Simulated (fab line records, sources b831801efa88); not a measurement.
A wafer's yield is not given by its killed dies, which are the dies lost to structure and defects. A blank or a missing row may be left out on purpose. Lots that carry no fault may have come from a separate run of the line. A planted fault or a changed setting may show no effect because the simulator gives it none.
fab line records | flow sky130
record: lots: 14 | wafers: 42 | last-day: 50
route steps=708 shown METAL2@489 VIA2@531 METAL3@535 CAPM@539
lots that met no fault: taken from a fault-free run of the same line
start-h: hours from the record's opening day to when the first of the lot's shown wafers began | wait-h: time in hours since the lot's previous step | " unchanged from the row above | L1.1+2: one row covering several wafers at once | - value missing, or start not given | * or withheld: withheld | < > ~ a bound
route shown NAME@n: a module of which the file shows steps, and the number in the route of the first | usual: mean/standard deviation taken from wafers without a fault | same: alike in all rows | chamber/n: place in a boat | sites: each site's reading | _std_site: the values' standard deviation | _edge_site: outer sites' mean less inner sites' | radius-mm: for every site, how far away it sits from the centre of the wafer | mask NAME#n: copy n | behind: tool/chamber where the wafer was last shaped | hold: the reason the lot was held/the length of the hold in hours/how it ended | device: the transistor (n, p or np) that didn't switch | end of line: the same wafers' tests at the end of the route | a step without rows: its recipe alone | killed: the dies lost at the first sort to structure and to defects; this is not the yield of the wafer | map: a wafer's dies, x killed, . not, _ none there
set.NAME: the setting the step ran with; set.NAME@STEP: the setting that earlier step ran with | model.NAME: the simulator's own value behind a step, which no gauge read
a sample of lots followed through the steps of the route, with each step as a table and each wafer as a row
services: when a tool's chamber went out of use (start-h, in hours from the record's first day, below 0 if earlier), for how many hours, and the reason
== steps ==
step: SKY_METAL2_THK_MEAS_06
recipe: thk-meas-gauge: xrf | reads: AlCu_of_METAL2_SPUTTER_02
usual: METAL2_ALCU_THK: 250.1/2.8
lot.wafer | tool          | chamber | start-h | wait-h | METAL2_ALCU_THK[nm]
L365.2    | film-metro-03 | -       | 795.66  | 0.1    | 252.4
L365.4    | "             | -       | "       | "      | 251.7
L365.5    | "             | -       | "       | "      | 254.4
L366.1    | film-metro-04 | -       | 799.20  | 0.1    | 254.7
L366.2    | "             | -       | "       | "      | 257.0
L366.3    | "             | -       | "       | "      | 253.7
L367.1    | film-metro-03 | -       | 809.35  | 0.1    | 250.3
L367.2    | "             | -       | "       | "      | 249.2
L367.6    | "             | -       | "       | "      | 250.0
L371.1    | film-metro-03 | -       | 849.52  | 0.1    | 247.9
L371.4    | "             | -       | "       | "      | 252.6
L371.5    | "             | -       | "       | "      | 249.8
L373.2    | film-metro-04 | -       | 858.58  | 0.1    | 245.1
L373.5    | "             | -       | "       | "      | 245.5
L373.6    | "             | -       | "       | "      | 246.5
L374.1    | film-metro-04 | -       | 862.63  | 0.1    | 249.9
L374.3    | "             | -       | "       | "      | 249.3
L374.4    | "             | -       | "       | "      | 248.1
L382.2    | film-metro-03 | -       | 928.86  | 0.1    | 254.4
L382.3    | "             | -       | "       | "      | 251.5
L382.6    | "             | -       | "       | "      | 249.5
L381.3    | film-metro-01 | -       | 929.52  | 0.1    | 247.9
L381.5    | "             | -       | "       | "      | 249.0
L381.6    | "             | -       | "       | "      | 249.1
L379.1    | film-metro-03 | -       | 932.05  | 0.1    | 248.5
L379.4    | "             | -       | "       | "      | 250.0
L379.5    | "             | -       | "       | "      | 248.2
L383.1    | film-metro-03 | -       | 937.50  | 0.1    | 253.2
L383.3    | "             | -       | "       | "      | 255.6
L383.4    | "             | -       | "       | "      | 253.9
L384.1    | film-metro-01 | -       | 938.19  | 0.1    | 248.9
L384.4    | "             | -       | "       | "      | 250.1
L384.5    | "             | -       | "       | "      | 247.4
L385.3    | film-metro-03 | -       | 944.13  | 0.1    | 255.5
L385.5    | "             | -       | "       | "      | 255.0
L385.6    | "             | -       | "       | "      | 253.4
L386.3    | film-metro-03 | -       | 948.16  | 0.1    | 253.0
L386.4    | "             | -       | "       | "      | 253.3
L386.6    | "             | -       | "       | "      | 254.0
L387.1    | film-metro-04 | -       | 963.76  | 0.1    | 248.4
L387.2    | "             | -       | "       | "      | 246.8
L387.3    | "             | -       | "       | "      | 245.6
step: SKY_VIA2_CMP_24
recipe: stop-on: SiO2 | t-overpolish-s: 20 | down-force-psi: 3.5 | platen-rpm: 60 | target-thk-nm: 0 | pad-velocity-m-s: 0.94248
usual: motor-current-A: 10.1/0.99 | overpolish-run-s: 20.000/0.009 | time-to-endpoint-s: 100/3.6
lot.wafer | tool   | chamber | start-h | wait-h | motor-current-A | overpolish-run-s | time-to-endpoint-s
L365.4    | cmp-01 | 0       | 851.89  | 0.0    | 9.7             | 20.013           | 95
L365.2    | "      | 1       | "       | "      | 11.5            | 19.996           | 89
L365.5    | "      | 1       | "       | "      | 11.1            | 19.995           | 95
L366.2    | cmp-01 | 1       | 854.22  | 0.0    | 11.8            | 19.996           | 93
L366.3    | "      | 2       | "       | "      | 10.1            | 19.994           | 101
L366.1    | "      | 0       | "       | "      | 9.1             | 19.999           | 95
L367.2    | cmp-02 | 3       | 864.19  | 0.0    | 9.7             | 20.011           | 111
L367.1    | "      | 1       | "       | "      | 11.3            | 19.982           | 103
L367.6    | "      | 0       | "       | "      | 9.7             | 20.001           | 99
L371.4    | cmp-01 | 3       | 903.93  | 0.1    | 8.8             | 20.001           | 96
L371.1    | "      | 0       | "       | "      | 9.0             | 19.998           | 100
L371.5    | "      | 1       | "       | "      | 11.6            | 19.999           | 97
L373.2    | cmp-01 | 0       | 916.10  | 2.6    | 9.3             | 19.995           | 102
L373.5    | "      | 2       | "       | "      | 9.7             | 20.005           | 106
L373.6    | "      | 3       | "       | "      | 9.2             | 20.001           | 106
L374.4    | cmp-02 | 3       | 916.48  | 0.3    | 9.8             | 20.008           | 103
L374.1    | "      | 0       | "       | "      | 10.2            | 20.009           | 99
L374.3    | "      | 1       | "       | "      | 11.5            | 20.004           | 98
L382.2    | cmp-01 | 1       | 979.56  | 0.1    | 11.9            | 20.003           | 98
L382.3    | "      | 3       | "       | "      | 9.0             | 19.992           | 101
L382.6    | "      | 0       | "       | "      | 9.4             | 20.024           | 96
L381.3    | cmp-01 | 0       | 981.75  | 0.3    | 8.8             | 19.988           | 101
L381.5    | "      | 1       | "       | "      | 11.3            | 20.001           | 93
L381.6    | "      | 2       | "       | "      | 9.7             | 19.996           | 98
L379.4    | cmp-01 | 0       | 982.55  | 0.1    | 9.9             | 20.008           | 100
L379.1    | "      | 2       | "       | "      | 10.1            | 19.992           | 104
L379.5    | "      | 1       | "       | "      | 11.0            | 20.002           | 105
L383.4    | cmp-01 | 3       | 989.31  | 0.0    | 8.9             | 19.994           | 106
L383.1    | "      | 0       | "       | "      | 9.2             | 20.014           | 99
L383.3    | "      | 2       | "       | "      | 9.1             | 20.001           | 104
L384.1    | cmp-02 | 0       | 989.66  | 0.1    | 9.9             | 20.004           | 97
L384.4    | "      | 2       | "       | "      | 10.6            | 20.004           | 103
L384.5    | "      | 1       | "       | "      | 11.6            | 20.002           | 99
L385.3    | cmp-01 | 1       | 995.07  | 0.0    | 11.3            | 19.996           | 99
L385.6    | "      | 1       | "       | "      | 11.4            | 19.991           | 102
L385.5    | "      | 2       | "       | "      | 10.0            | 20.001           | 100
L386.3    | cmp-01 | 0       | 998.35  | 0.0    | 9.2             | 20.001           | 98
L386.4    | "      | 3       | "       | "      | 8.9             | 20.018           | 101
L386.6    | "      | 0       | "       | "      | 9.7             | 20.006           | 101
L387.1    | cmp-01 | 1       | 1013.87 | 0.1    | 11.4            | 20.016           | 99
L387.2    | "      | 2       | "       | "      | 9.9             | 20.000           | 102
L387.3    | "      | 3       | "       | "      | 8.8             | 19.992           | 99
step: SKY_METAL3_SPUTTER_03
recipe: material: Ti | target-thk-nm: 5 | power-w: 3000 | time-s: 3.3 | chamber-pressure-pa: 0.4
usual: cathode-dc-power-W: 3000.0/0.54 | chamber-pressure-pa: 0.4002/0.00084 | throttle-valve-pct: 31.0/1.1
lot.wafer | tool           | chamber | start-h | wait-h | cathode-dc-power-W | chamber-pressure-pa | throttle-valve-pct
L365.2    | pvd-sputter-01 | -       | 852.28  | 0.0    | 3000.1             | 0.3991              | 28.9
L365.4    | "              | -       | "       | "      | 2999.8             | 0.3996              | 31.4
L365.5    | "              | -       | "       | "      | 3000.4             | 0.3997              | 29.4
L366.1    | pvd-sputter-04 | -       | 854.61  | 0.0    | 2999.7             | 0.4017              | 32.9
L366.2    | "              | -       | "       | "      | 2998.7             | 0.3999              | 31.7
L366.3    | "              | -       | "       | "      | 3000.2             | 0.3994              | 30.8
L367.1    | pvd-sputter-03 | -       | 864.57  | 0.0    | 3000.8             | 0.4002              | 29.9
L367.2    | "              | -       | "       | "      | 2999.4             | 0.3987              | 31.7
L367.6    | "              | -       | "       | "      | 2999.4             | 0.3990              | 32.6
L371.1    | pvd-sputter-01 | -       | 904.22  | 0.0    | 2999.8             | 0.4002              | 29.1
L371.4    | "              | -       | "       | "      | 2999.6             | 0.3996              | 30.1
L371.5    | "              | -       | "       | "      | 3000.2             | 0.3998              | 32.0
L373.2    | pvd-sputter-03 | -       | 916.39  | 0.0    | 3000.0             | 0.4020              | 30.4
L373.5    | "              | -       | "       | "      | 3000.2             | 0.4000              | 32.5
L373.6    | "              | -       | "       | "      | 2999.8             | 0.4008              | 30.5
L374.1    | pvd-sputter-04 | -       | 916.82  | 0.0    | 2998.9             | 0.4001              | 31.8
L374.3    | "              | -       | "       | "      | 3000.9             | 0.4012              | 32.5
L374.4    | "              | -       | "       | "      | 2999.8             | 0.3995              | 29.6
L382.2    | pvd-sputter-04 | -       | 979.90  | 0.0    | 2999.8             | 0.4010              | 30.9
L382.3    | "              | -       | "       | "      | 2999.9             | 0.3990              | 32.3
L382.6    | "              | -       | "       | "      | 2999.1             | 0.4003              | 30.8
L381.3    | pvd-sputter-04 | -       | 981.98  | 0.0    | 2999.5             | 0.4013              | 29.6
L381.5    | "              | -       | "       | "      | 2999.9             | 0.4002              | 31.9
L381.6    | "              | -       | "       | "      | 3000.5             | 0.3992              | 32.4
L379.1    | pvd-sputter-03 | -       | 982.94  | 0.0    | 3000.1             | 0.3996              | 30.5
L379.4    | "              | -       | "       | "      | 2999.6             | 0.3987              | 32.1
L379.5    | "              | -       | "       | "      | 2999.3             | 0.3990              | 32.0
L383.1    | pvd-sputter-03 | -       | 989.70  | 0.0    | 2999.6             | 0.3999              | 30.7
L383.3    | "              | -       | "       | "      | 2999.7             | 0.4012              | 32.1
L383.4    | "              | -       | "       | "      | 2999.4             | 0.4009              | 32.2
L384.1    | pvd-sputter-01 | -       | 990.05  | 0.0    | 3001.1             | 0.4003              | 31.4
L384.4    | "              | -       | "       | "      | 3000.0             | 0.4006              | 29.0
L384.5    | "              | -       | "       | "      | 2999.4             | 0.3995              | 31.6
L385.3    | pvd-sputter-01 | -       | 995.45  | 0.0    | 3000.1             | 0.4003              | 30.1
L385.5    | "              | -       | "       | "      | 2999.4             | 0.4010              | 30.3
L385.6    | "              | -       | "       | "      | 2999.9             | 0.4014              | 29.0
L386.3    | pvd-sputter-01 | -       | 998.74  | 0.0    | 2999.9             | 0.3995              | 28.9
L386.4    | "              | -       | "       | "      | 3000.1             | 0.4011              | 30.3
L386.6    | "              | -       | "       | "      | 3000.0             | 0.4004              | 29.0
L387.1    | pvd-sputter-03 | -       | 1014.25 | 0.0    | 2999.5             | 0.4001              | 30.1
L387.2    | "              | -       | "       | "      | 3000.4             | 0.4019              | 32.2
L387.3    | "              | -       | "       | "      | 3000.3             | 0.4004              | 29.8
step: SKY_CAPM_SPUTTER_02
recipe: material: TiN | target-thk-nm: 200 | temp-c: 300 | power-w: 6500 | time-s: 166.7 | chamber-pressure-pa: 0.4
usual: cathode-dc-power-W: 6500.0/1.2 | chamber-pressure-pa: 0.4000/0.00084 | throttle-valve-pct: 30.4/1
lot.wafer | tool           | chamber | start-h | wait-h | cathode-dc-power-W | chamber-pressure-pa | throttle-valve-pct
L365.2    | pvd-sputter-02 | -       | 852.43  | 0.0    | 6501.2             | 0.3986              | 31.2
L365.4    | "              | -       | "       | "      | 6500.8             | 0.4014              | 29.3
L365.5    | "              | -       | "       | "      | 6498.4             | 0.4003              | 29.0
L366.1    | pvd-sputter-01 | -       | 854.77  | 0.1    | 6498.1             | 0.4007              | 31.9
L366.2    | "              | -       | "       | "      | 6499.5             | 0.3998              | 31.4
L366.3    | "              | -       | "       | "      | 6500.2             | 0.3998              | 29.2
L367.1    | pvd-sputter-04 | -       | 864.72  | 0.1    | 6501.6             | 0.3984              | 31.9
L367.2    | "              | -       | "       | "      | 6499.2             | 0.3995              | 29.5
L367.6    | "              | -       | "       | "      | 6500.9             | 0.4002              | 30.8
L371.1    | pvd-sputter-04 | -       | 904.37  | 0.1    | 6501.3             | 0.4010              | 32.4
L371.4    | "              | -       | "       | "      | 6500.5             | 0.4002              | 31.7
L371.5    | "              | -       | "       | "      | 6501.2             | 0.4006              | 29.6
L373.2    | pvd-sputter-01 | -       | 916.55  | 0.0    | -                  | -                   | -
L373.5    | "              | -       | "       | "      | -                  | -                   | -
L373.6    | "              | -       | "       | "      | -                  | -                   | -
L374.1    | pvd-sputter-02 | -       | 916.97  | 0.1    | -                  | -                   | -
L374.3    | "              | -       | "       | "      | -                  | -                   | -
L374.4    | "              | -       | "       | "      | -                  | -                   | -
L382.2    | pvd-sputter-02 | -       | 980.05  | 0.0    | 6499.8             | 0.3999              | 30.2
L382.3    | "              | -       | "       | "      | 6501.4             | 0.4017              | 31.3
L382.6    | "              | -       | "       | "      | 6502.5             | 0.3993              | 29.0
L381.3    | pvd-sputter-02 | -       | 982.14  | 0.0    | 6499.0             | 0.3994              | 30.6
L381.5    | "              | -       | "       | "      | 6501.0             | 0.3992              | 31.1
L381.6    | "              | -       | "       | "      | 6501.1             | 0.3993              | 30.4
L379.1    | pvd-sputter-04 | -       | 983.09  | 0.1    | 6498.7             | 0.4011              | 30.9
L379.4    | "              | -       | "       | "      | 6499.6             | 0.4012              | 29.6
L379.5    | "              | -       | "       | "      | 6500.7             | 0.3999              | 32.5
L383.1    | pvd-sputter-02 | -       | 989.85  | 0.1    | 6499.2             | 0.4003              | 29.9
L383.3    | "              | -       | "       | "      | 6498.8             | 0.3989              | 30.4
L383.4    | "              | -       | "       | "      | 6498.9             | 0.4012              | 31.1
L384.1    | pvd-sputter-02 | -       | 990.21  | 0.1    | 6499.8             | 0.3997              | 29.7
L384.4    | "              | -       | "       | "      | 6500.3             | 0.3995              | 31.1
L384.5    | "              | -       | "       | "      | 6501.6             | 0.3998              | 29.1
L385.3    | pvd-sputter-02 | -       | 995.60  | 0.0    | 6498.7             | 0.3985              | 31.0
L385.5    | "              | -       | "       | "      | 6499.3             | 0.3995              | 30.8
L385.6    | "              | -       | "       | "      | 6500.2             | 0.4015              | 30.5
L386.3    | pvd-sputter-04 | -       | 998.89  | 0.0    | 6500.3             | 0.3999              | 32.7
L386.4    | "              | -       | "       | "      | 6499.7             | 0.4006              | 29.2
L386.6    | "              | -       | "       | "      | 6501.2             | 0.3997              | 30.9
L387.1    | pvd-sputter-02 | -       | 1014.41 | 0.1    | 6497.4             | 0.4014              | 31.2
L387.2    | "              | -       | "       | "      | 6500.3             | 0.4005              | 29.8
L387.3    | "              | -       | "       | "      | 6499.5             | 0.4014              | 29.3
step: SKY_CAPM_RS_MEAS_03
recipe: thk-meas-gauge: four-point-probe | reads: TiN_of_CAPM_SPUTTER_02
usual: CAPM_TIN_RS: 6.90/0.069
lot.wafer | tool          | chamber | start-h | wait-h | CAPM_TIN_RS[ohm/sq]
L365.2    | film-metro-02 | -       | 852.56  | 0.1    | 6.88
L365.4    | "             | -       | "       | "      | 6.85
L365.5    | "             | -       | "       | "      | 6.88
L366.1    | film-metro-02 | -       | 854.88  | 0.1    | 6.90
L366.2    | "             | -       | "       | "      | 6.93
L366.3    | "             | -       | "       | "      | 6.99
L367.1    | film-metro-02 | -       | 864.83  | 0.1    | 6.98
L367.2    | "             | -       | "       | "      | 6.93
L367.6    | "             | -       | "       | "      | 6.96
L371.1    | film-metro-03 | -       | 904.48  | 0.1    | 6.81
L371.4    | "             | -       | "       | "      | 6.97
L371.5    | "             | -       | "       | "      | 6.82
L373.2    | film-metro-02 | -       | 916.68  | 0.1    | -
L373.5    | "             | -       | "       | "      | -
L373.6    | "             | -       | "       | "      | -
L374.1    | film-metro-04 | -       | 917.07  | 0.1    | -
L374.3    | "             | -       | "       | "      | -
L374.4    | "             | -       | "       | "      | -
L382.2    | film-metro-02 | -       | 980.18  | 0.1    | 7.02
L382.3    | "             | -       | "       | "      | 6.93
L382.6    | "             | -       | "       | "      | 7.02
L381.3    | film-metro-04 | -       | 982.29  | 0.1    | 7.06
L381.5    | "             | -       | "       | "      | 7.00
L381.6    | "             | -       | "       | "      | 6.99
L379.1    | film-metro-03 | -       | 983.20  | 0.1    | 7.07
L379.4    | "             | -       | "       | "      | 7.03
L379.5    | "             | -       | "       | "      | 7.01
L383.1    | film-metro-03 | -       | 989.96  | 0.1    | 6.89
L383.3    | "             | -       | "       | "      | 6.84
L383.4    | "             | -       | "       | "      | 6.83
L384.1    | film-metro-03 | -       | 990.32  | 0.1    | 6.98
L384.4    | "             | -       | "       | "      | 6.92
L384.5    | "             | -       | "       | "      | 6.98
L385.3    | film-metro-03 | -       | 995.75  | 0.1    | 6.78
L385.5    | "             | -       | "       | "      | 6.81
L385.6    | "             | -       | "       | "      | 6.85
L386.3    | film-metro-04 | -       | 999.03  | 0.1    | 6.92
L386.4    | "             | -       | "       | "      | 6.97
L386.6    | "             | -       | "       | "      | 6.91
L387.1    | film-metro-04 | -       | 1014.52 | 0.1    | 6.84
L387.2    | "             | -       | "       | "      | 6.97
L387.3    | "             | -       | "       | "      | 6.91
step: SKY_CAPM_THK_MEAS_04
recipe: thk-meas-gauge: xrf | reads: TiN_of_CAPM_SPUTTER_02
usual: CAPM_TIN_THK: 199.1/2.2
lot.wafer | tool          | chamber | start-h | wait-h | CAPM_TIN_THK[nm]
L365.2    | film-metro-02 | -       | 852.67  | 0.1    | 199.0
L365.4    | "             | -       | "       | "      | 200.3
L365.5    | "             | -       | "       | "      | 199.7
L366.1    | film-metro-02 | -       | 855.00  | 0.1    | 198.2
L366.2    | "             | -       | "       | "      | 198.0
L366.3    | "             | -       | "       | "      | 195.7
L367.1    | film-metro-02 | -       | 864.95  | 0.1    | 196.5
L367.2    | "             | -       | "       | "      | 197.7
L367.6    | "             | -       | "       | "      | 196.3
L371.1    | film-metro-03 | -       | 904.60  | 0.1    | 203.1
L371.4    | "             | -       | "       | "      | 198.1
L371.5    | "             | -       | "       | "      | 202.1
L373.2    | film-metro-02 | -       | 916.79  | 0.1    | <0.0
L373.5    | "             | -       | "       | "      | <0.0
L373.6    | "             | -       | "       | "      | <0.0
L374.1    | film-metro-04 | -       | 917.19  | 0.1    | <0.0
L374.3    | "             | -       | "       | "      | <0.0
L374.4    | "             | -       | "       | "      | <0.0
L382.2    | film-metro-02 | -       | 980.29  | 0.1    | 196.2
L382.3    | "             | -       | "       | "      | 199.1
L382.6    | "             | -       | "       | "      | 196.7
L381.3    | film-metro-04 | -       | 982.39  | 0.1    | 194.8
L381.5    | "             | -       | "       | "      | 197.7
L381.6    | "             | -       | "       | "      | 196.5
L379.1    | film-metro-03 | -       | 983.32  | 0.1    | 197.1
L379.4    | "             | -       | "       | "      | 197.5
L379.5    | "             | -       | "       | "      | 198.4
L383.1    | film-metro-03 | -       | 990.08  | 0.1    | 201.1
L383.3    | "             | -       | "       | "      | 202.1
L383.4    | "             | -       | "       | "      | 202.2
L384.1    | film-metro-03 | -       | 990.44  | 0.1    | 197.0
L384.4    | "             | -       | "       | "      | 199.3
L384.5    | "             | -       | "       | "      | 198.0
L385.3    | film-metro-03 | -       | 995.85  | 0.1    | 204.1
L385.5    | "             | -       | "       | "      | 202.8
L385.6    | "             | -       | "       | "      | 201.4
L386.3    | film-metro-04 | -       | 999.13  | 0.1    | 198.7
L386.4    | "             | -       | "       | "      | 196.5
L386.6    | "             | -       | "       | "      | 197.4
L387.1    | film-metro-04 | -       | 1014.64 | 0.1    | 201.0
L387.2    | "             | -       | "       | "      | 196.4
L387.3    | "             | -       | "       | "      | 198.2
step: SKY_CAPM_METAL_ETCH_13
recipe: target-depth-nm: 220 | stop-on: SiO2 | chemistry: Cl2/BCl3 | target: TiN | pressure-mtorr: 10 | icp-w: 900 | bias-w: 48.5 | Cl2_flow_sccm: 60 | bcl3-flow-sccm: 30 | time-s: 62.9
usual: drypump-motor-current-A: 5.9/0.4 | oes-product-au: 0.942/0.0075 | throttle-valve-pct: 21.900/0.01
lot.wafer | tool         | chamber | start-h | wait-h | drypump-motor-current-A | oes-product-au | rf-hours-counter-h | throttle-valve-pct
L365.2    | rie-metal-01 | 0       | 878.62  | 0.0    | 6.4                     | 0.938          | 8                  | 21.881
L365.4    | "            | 0       | "       | "      | 6.4                     | 0.943          | -                  | 21.895
L365.5    | "            | 1       | "       | "      | 5.2                     | 0.935          | -                  | 21.911
L366.1    | rie-metal-01 | 1       | 881.17  | 0.0    | 5.2                     | 0.946          | 17                 | 21.895
L366.2    | "            | 0       | "       | "      | 6.4                     | 0.942          | 8                  | 21.902
L366.3    | "            | 0       | "       | "      | 6.4                     | 0.927          | -                  | 21.912
L367.1    | rie-metal-01 | 0       | 890.77  | 0.0    | 6.4                     | 0.942          | 9                  | 21.903
L367.2    | "            | 1       | "       | "      | 5.2                     | 0.932          | 18                 | 21.892
L367.6    | "            | 1       | "       | "      | 5.2                     | 0.949          | -                  | 21.912
L371.1    | rie-metal-04 | 0       | 929.36  | 0.0    | 6.1                     | 0.943          | 12                 | 21.881
L371.4    | "            | 1       | "       | "      | 6.0                     | 0.940          | -                  | 21.906
L371.5    | "            | 0       | "       | "      | 6.0                     | 0.954          | -                  | 21.875
L373.2    | rie-metal-01 | 0       | 940.54  | 0.0    | 6.4                     | 0.368          | -                  | 22.273
L373.5    | "            | 0       | "       | "      | 6.4                     | 0.371          | -                  | 22.269
L373.6    | "            | 0       | "       | "      | 6.4                     | 0.377          | -                  | 22.272
L374.1    | rie-metal-03 | 0       | 940.81  | 0.0    | 5.6                     | 0.371          | 11                 | 22.264
L374.3    | "            | 1       | "       | "      | 5.9                     | 0.386          | -                  | 22.265
L374.4    | "            | 0       | "       | "      | 5.6                     | 0.376          | -                  | 22.264
L382.2    | rie-metal-01 | 0       | 1003.96 | 0.0    | 6.4                     | 0.930          | 14                 | 21.896
L382.3    | "            | 1       | "       | "      | 5.2                     | 0.944          | -                  | 21.902
L382.6    | "            | 0       | "       | "      | 6.4                     | 0.934          | -                  | 21.914
L381.3    | rie-metal-03 | 0       | 1005.74 | 0.0    | 5.6                     | 0.934          | -                  | 21.899
L381.5    | "            | 1       | "       | "      | 6.0                     | 0.936          | -                  | 21.902
L381.6    | "            | 0       | "       | "      | 5.6                     | 0.931          | -                  | 21.904
L379.1    | rie-metal-01 | 0       | 1006.01 | 0.0    | 6.4                     | 0.932          | 14                 | 21.909
L379.4    | "            | 1       | "       | "      | 5.2                     | 0.932          | -                  | 21.910
L379.5    | "            | 0       | "       | "      | 6.4                     | 0.938          | -                  | 21.899
L383.1    | rie-metal-01 | 1       | 1012.36 | 0.0    | 5.2                     | 0.945          | 2                  | 21.898
L383.3    | "            | 1       | "       | "      | 5.2                     | 0.948          | -                  | 21.908
L383.4    | "            | 0       | "       | "      | 6.4                     | 0.950          | -                  | 21.885
L384.1    | rie-metal-03 | 1       | 1012.98 | 0.0    | 5.9                     | 0.938          | 5                  | 21.895
L384.4    | "            | 1       | "       | "      | 5.9                     | 0.931          | -                  | 21.896
L384.5    | "            | 1       | "       | "      | 5.9                     | 0.938          | -                  | 21.898
L385.3    | rie-metal-04 | 0       | 1018.66 | 0.1    | 6.1                     | 0.948          | -                  | 21.894
L385.5    | "            | 0       | "       | "      | 6.1                     | 0.945          | -                  | 21.896
L385.6    | "            | 0       | "       | "      | 6.1                     | 0.944          | -                  | 21.897
L386.3    | rie-metal-03 | 0       | 1021.69 | 0.0    | 5.6                     | 0.942          | -                  | 21.906
L386.4    | "            | 1       | "       | "      | 5.9                     | 0.938          | -                  | 21.901
L386.6    | "            | 0       | "       | "      | 5.6                     | 0.948          | -                  | 21.896
L387.1    | rie-metal-04 | 1       | 1037.06 | 0.0    | 6.0                     | 0.945          | 0                  | 21.900
L387.2    | "            | 0       | "       | "      | 6.1                     | 0.944          | 19                 | 21.904
L387.3    | "            | 1       | "       | "      | 6.0                     | 0.943          | -                  | 21.905
== services ==
tool           | chamber | start-h | hours | kind
cmp-01         | -       | 832.54  | 1.8   | repair
cmp-01         | -       | 837.20  | 4.2   | pm
rie-metal-04   | -       | 839.92  | 2.8   | pm
pvd-sputter-01 | 3       | 862.51  | -     | consumable-replace:kit
pvd-sputter-01 | 3       | 862.51  | 18.0  | scheduled-down
pvd-sputter-04 | -       | 888.33  | 7.5   | repair
rie-metal-01   | -       | 893.41  | 1.4   | pm
pvd-sputter-02 | -       | 893.60  | 1.5   | repair
cmp-01         | -       | 895.81  | 3.2   | repair
cmp-01         | -       | 906.08  | 2.2   | repair
cmp-01         | -       | 912.00  | 4.0   | pm
cmp-02         | -       | 913.09  | 3.3   | repair
cmp-01         | -       | 916.00  | -     | consumable-replace:conditioner
cmp-01         | -       | 916.00  | -     | consumable-replace:pad
cmp-02         | -       | 919.54  | 1.3   | repair
rie-metal-04   | -       | 940.30  | 0.7   | repair
rie-metal-04   | -       | 951.42  | 2.2   | repair
cmp-02         | -       | 957.48  | 1.2   | repair
cmp-02         | -       | 960.74  | 21.9  | repair
pvd-sputter-04 | 1       | 982.71  | -     | consumable-replace:kit
pvd-sputter-04 | 1       | 982.71  | 18.0  | scheduled-down
pvd-sputter-04 | 1       | 982.71  | 18.0  | vent-cycle
rie-metal-01   | -       | 996.49  | 0.4   | repair
rie-metal-03   | -       | 1031.37 | 1.9   | repair
== key ==
first-sign: step: SKY_CAPM_SPUTTER_02 | reading: tool-record | direction: missing
effect: step: SKY_CAPM_RS_MEAS_03 | reading: CAPM_TIN_RS | direction: missing
effect: step: SKY_CAPM_THK_MEAS_04 | reading: CAPM_TIN_THK | direction: down | sigmas: 91 | usual: 199.1 | struck: <0.0
effect: step: SKY_CAPM_METAL_ETCH_13 | reading: oes-product-au | direction: down | sigmas: 75 | usual: 0.942 | struck: 0.375
met-at SKY_CAPM_SPUTTER_02
struck-lots L373,L374
later-rows-left-out L373.2,L373.5,L373.6,L374.1,L374.3,L374.4
sort-left-out L373.2,L373.5,L373.6,L374.1,L374.3,L374.4
not-acting-at SKY_METAL2_THK_MEAS_06,SKY_VIA2_CMP_24,SKY_METAL3_SPUTTER_03
onset-between 854.77 916.55
fault: kind: skipped-step-whole | tool: pvd-sputter-01,pvd-sputter-02 | chamber: - | onset-h: 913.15 | steps: SKY_CAPM_SPUTTER_02 | scope: struck-lots-only
sort-left-out: the simulated sort isn't trusted on such a fault, so these wafers' sort isn't shown, and their yield isn't known
later-rows-left-out: the simulator's readings of these wafers behind a module that went badly wrong aren't trusted and aren't shown, but for the sort
